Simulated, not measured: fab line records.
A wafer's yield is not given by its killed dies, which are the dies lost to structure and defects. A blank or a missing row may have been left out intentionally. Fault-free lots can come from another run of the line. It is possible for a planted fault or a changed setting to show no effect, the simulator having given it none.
Chamber matching -- flow gf180mcu -- GF_HV_LDD_ETCHBACK_58 on rie_diel-01: 4 sister chambers
The step etches Si3N4 in CH3F/O2, stops on SiO2, time 100 s, target depth 90 nm. 24 wafers are shown with their chamber, then 12 later ones without.

== WAFERS, EACH WITH ITS CHAMBER ==
wafer,chamber,drypump_motor_current_A (A),throttle_valve_pct (%),oes_product_au (a.u.)
L075.2,0,5.7,10.555,0.839
L075.3,3,6.3,10.559,0.847
L075.6,3,6.3,10.541,0.851
L076.1,1,5.8,10.563,0.834
L076.3,0,5.7,10.544,0.842
L076.5,2,5.8,10.570,0.843
L080.1,1,5.8,10.571,0.853
L080.5,3,6.3,10.556,0.836
L080.6,2,5.8,10.547,0.846
L083.1,3,6.3,10.558,0.845
L083.2,1,5.8,10.549,0.847
L083.4,0,5.7,10.556,0.842
L085.4,2,5.8,10.567,0.842
L085.5,3,6.3,10.560,0.852
L085.6,2,5.8,10.561,0.851
L087.1,3,6.3,10.565,0.841
L087.4,1,5.8,10.562,0.845
L087.5,1,5.8,10.561,0.853
L089.2,3,6.3,10.568,0.848
L089.3,1,5.8,10.560,0.846
L089.4,2,5.8,10.571,0.843
L090.1,1,5.8,10.562,0.839
L090.2,3,6.4,10.567,0.846
L090.5,1,5.8,10.554,0.844

SIGNATURES, as means of the wafers listed above
reading,chamber 0,chamber 1,chamber 2,chamber 3,scatter within a chamber
drypump_motor_current_A,5.700,5.800,5.800,6.312,0.0209
throttle_valve_pct,10.55167,10.56025,10.56320,10.55925,0.00803
oes_product_au,0.84100,0.84513,0.84500,0.84575,0.00521
Rule: a wafer lies at a distance from a chamber equal to the root of the sum of squares, over the readings, of (its reading less the chamber's mean, divided by the reading's scatter). If the next closest chamber is less than 2 further off than the closest, the wafer can't be placed; otherwise it belongs to the closest. The scatter: the root of (the sum of the squares of (reading less its chamber's mean) over the shown wafers, divided by (wafers less chambers)).

== WAFERS WHOSE CHAMBER IS MISSING ==
wafer,drypump_motor_current_A (A),throttle_valve_pct (%),oes_product_au (a.u.)
L092.1,5.9,10.561,0.845
L092.2,5.8,10.571,0.847
L092.5,5.8,10.549,0.839
L094.1,5.8,10.553,0.844
L094.2,6.3,10.567,0.838
L094.3,5.8,10.580,0.851
L096.1,5.8,10.572,0.829
L096.2,6.3,10.568,0.832
L096.4,6.4,10.547,0.828
L097.2,5.8,10.571,0.836
L097.5,6.3,10.566,0.840
L097.6,5.9,10.574,0.842

== WHICH CHAMBER EACH WENT THROUGH ==
wafer,from the rows above,in truth
L092.1,can't be placed: 1 or 2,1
L092.2,can't be placed: 2 or 1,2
L092.5,can't be placed: 1 or 2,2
L094.1,can't be placed: 1 or 2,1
L094.2,3,3
L094.3,can't be placed: 2 or 1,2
L096.1,can't be placed: 2 or 1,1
L096.2,3,3
L096.4,3,3
L097.2,can't be placed: 2 or 1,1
L097.5,3,3
L097.6,can't be placed: 2 or 1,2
Correct placement for 4 of the 12. These rows do not allow placing 8 (true chamber among the candidates in 8). Number placed wrongly: 0.
